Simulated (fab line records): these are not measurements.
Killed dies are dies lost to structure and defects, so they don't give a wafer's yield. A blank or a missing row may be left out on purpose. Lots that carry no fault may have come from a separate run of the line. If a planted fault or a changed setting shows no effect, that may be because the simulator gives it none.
The tool behind it: which one? || flow sky130 || 13 lots with 39 wafers sampled at 3 steps, on a route of 708 steps

== WHAT THE GAUGES READ, wafer by wafer ==
SKY_VT_ADJUST_LVTN_OVL_MEAS_18. Usual: VT_ADJUST_LVTN_01_OVL typically reads -0.8 nm, with standard deviation 1.5.
{"lot": "L797", "measured": "day 7 12:03", "on": "overlay-01", "VT_ADJUST_LVTN_01_OVL (nm)": "1.0 0.7 0.3", "flag": ""}
{"lot": "L798", "measured": "day 7 17:20", "on": "overlay-01", "VT_ADJUST_LVTN_01_OVL (nm)": "2.5 1.1 0.9", "flag": ""}
{"lot": "L799", "measured": "day 7 22:24", "on": "overlay-01", "VT_ADJUST_LVTN_01_OVL (nm)": "-2.5 0.0 -0.1", "flag": ""}
{"lot": "L800", "measured": "day 8 04:41", "on": "overlay-02", "VT_ADJUST_LVTN_01_OVL (nm)": "-1.9 -2.8 -2.2", "flag": ""}
{"lot": "L801", "measured": "day 8 15:32", "on": "overlay-01", "VT_ADJUST_LVTN_01_OVL (nm)": "-2.0 -1.2 -4.0", "flag": ""}
{"lot": "L802", "measured": "day 8 18:21", "on": "overlay-02", "VT_ADJUST_LVTN_01_OVL (nm)": "0.4 0.6 0.6", "flag": ""}
{"lot": "L803", "measured": "day 9 02:44", "on": "overlay-01", "VT_ADJUST_LVTN_01_OVL (nm)": "-0.7 -1.6 -2.0", "flag": ""}
{"lot": "L804", "measured": "day 9 13:10", "on": "overlay-01", "VT_ADJUST_LVTN_01_OVL (nm)": "0.1 -0.1 -0.7", "flag": ""}
{"lot": "L805", "measured": "day 9 21:59", "on": "overlay-01", "VT_ADJUST_LVTN_01_OVL (nm)": "-2.4 -0.8 -1.8", "flag": ""}
{"lot": "L806", "measured": "day 9 23:14", "on": "overlay-02", "VT_ADJUST_LVTN_01_OVL (nm)": "-1.0 -1.7 -1.6", "flag": ""}
{"lot": "L807", "measured": "day 10 07:40", "on": "overlay-01", "VT_ADJUST_LVTN_01_OVL (nm)": "1.1 0.8 1.1", "flag": ""}
{"lot": "L808", "measured": "day 10 12:44", "on": "overlay-02", "VT_ADJUST_LVTN_01_OVL (nm)": "-1.2 -1.7 -1.4", "flag": ""}
{"lot": "L809", "measured": "day 10 17:32", "on": "overlay-02", "VT_ADJUST_LVTN_01_OVL (nm)": "-4.5 -3.7 -4.7", "flag": ""}

SKY_SONOS_TUNNEL_CD_MEAS_07: the cd target is 410 nm. Usual: cd-nm at 410.1 nm, with a standard deviation of 2.1.
{"lot": "L797", "measured": "day 10 22:04", "on": "cd-sem-01", "cd-nm (nm)": "408.9 411.0 409.2", "flag": ""}
{"lot": "L798", "measured": "day 11 05:54", "on": "cd-sem-01", "cd-nm (nm)": "407.2 408.7 407.3", "flag": ""}
{"lot": "L799", "measured": "day 11 13:10", "on": "cd-sem-01", "cd-nm (nm)": "407.5 406.5 408.7", "flag": ""}
{"lot": "L800", "measured": "day 11 18:51", "on": "cd-sem-02", "cd-nm (nm)": "411.4 411.3 412.4", "flag": ""}
{"lot": "L801", "measured": "day 12 09:59", "on": "cd-sem-02", "cd-nm (nm)": "409.6 413.2 412.9", "flag": ""}
{"lot": "L802", "measured": "day 12 12:39", "on": "cd-sem-02", "cd-nm (nm)": "408.7 408.1 410.3", "flag": ""}
{"lot": "L803", "measured": "day 12 23:17", "on": "cd-sem-01", "cd-nm (nm)": "412.4 413.0 413.3", "flag": ""}
{"lot": "L804", "measured": "day 13 11:50", "on": "cd-sem-01", "cd-nm (nm)": "406.7 407.1 405.2", "flag": ""}
{"lot": "L805", "measured": "day 13 22:29", "on": "cd-sem-02", "cd-nm (nm)": "407.8 408.7 410.7", "flag": ""}
{"lot": "L806", "measured": "day 14 00:19", "on": "cd-sem-02", "cd-nm (nm)": "410.3 412.0 411.2", "flag": ""}
{"lot": "L807", "measured": "day 14 09:50", "on": "cd-sem-02", "cd-nm (nm)": "413.2 415.2 412.5", "flag": ""}
{"lot": "L808", "measured": "day 14 15:50", "on": "cd-sem-01", "cd-nm (nm)": "409.7 407.4 409.8", "flag": ""}
{"lot": "L809", "measured": "day 14 23:11", "on": "cd-sem-01", "cd-nm (nm)": "410.0 408.6 408.6", "flag": ""}

SKY_SONOS_TUNNEL_TW_MEAS_12. Usual: SONOS_TUNNEL_TW typically reads 196.5, with standard deviation 1.4.
{"lot": "L797", "measured": "day 10 22:38", "on": "film-metro-01", "SONOS_TUNNEL_TW": "199.4 199.0 198.1", "flag": ""}
{"lot": "L798", "measured": "day 11 06:28", "on": "film-metro-04", "SONOS_TUNNEL_TW": "195.0 195.3 195.9", "flag": ""}
{"lot": "L799", "measured": "day 11 13:43", "on": "film-metro-04", "SONOS_TUNNEL_TW": "196.6 196.9 196.3", "flag": ""}
{"lot": "L800", "measured": "day 11 19:25", "on": "film-metro-03", "SONOS_TUNNEL_TW": "196.4 196.1 196.1", "flag": ""}
{"lot": "L801", "measured": "day 12 10:33", "on": "film-metro-01", "SONOS_TUNNEL_TW": "198.4 198.0 199.5", "flag": ""}
{"lot": "L802", "measured": "day 12 13:14", "on": "film-metro-01", "SONOS_TUNNEL_TW": "198.2 197.9 198.2", "flag": ""}
{"lot": "L803", "measured": "day 12 23:51", "on": "film-metro-04", "SONOS_TUNNEL_TW": "196.4 197.3 196.5", "flag": ""}
{"lot": "L804", "measured": "day 13 12:24", "on": "film-metro-04", "SONOS_TUNNEL_TW": "196.9 195.9 197.2", "flag": ""}
{"lot": "L805", "measured": "day 13 23:05", "on": "film-metro-03", "SONOS_TUNNEL_TW": "195.0 195.0 195.6", "flag": ""}
{"lot": "L806", "measured": "day 14 00:52", "on": "film-metro-03", "SONOS_TUNNEL_TW": "196.0 195.8 196.2", "flag": ""}
{"lot": "L807", "measured": "day 14 10:23", "on": "film-metro-03", "SONOS_TUNNEL_TW": "196.3 196.1 195.6", "flag": ""}
{"lot": "L808", "measured": "day 14 16:24", "on": "film-metro-03", "SONOS_TUNNEL_TW": "195.4 195.8 195.9", "flag": ""}
{"lot": "L809", "measured": "day 14 23:45", "on": "film-metro-04", "SONOS_TUNNEL_TW": "197.8 196.7 198.0", "flag": ""}

== WHAT TOOL EACH LOT RAN ON (gives the tool, then ch and the chambers of the sampled wafers, and finally the start) ==
Before these readings, the record contains no process step.

== AS READ BY THE TOOLS THEMSELVES (means over the sampled wafers that have a number; for cases with no such wafer, the mark the record gives instead) ==
The record holds no such reading with a usual standard deviation.

== THE ANSWER, worked out from the rows above alone ==
Rule: a lot counts as off when the mean over its wafers that have a number is more than 3 standard deviations away from the usual mean. Also off: a lot with no number at a reading for which 4 or more lots have one. The other lots that the step has rows for count as sound. The gauges are gone through in route order, then the tools' own readings, and for those a lot's mean is taken as printed above. The first step at which some lot is off is used, and at that step the reading that is off furthest; a lot without a number counts as furthest.
Nothing can be told from this: no lot is off at any reading shown.

== WHAT WAS PUT IN BY THE SIMULATOR ==
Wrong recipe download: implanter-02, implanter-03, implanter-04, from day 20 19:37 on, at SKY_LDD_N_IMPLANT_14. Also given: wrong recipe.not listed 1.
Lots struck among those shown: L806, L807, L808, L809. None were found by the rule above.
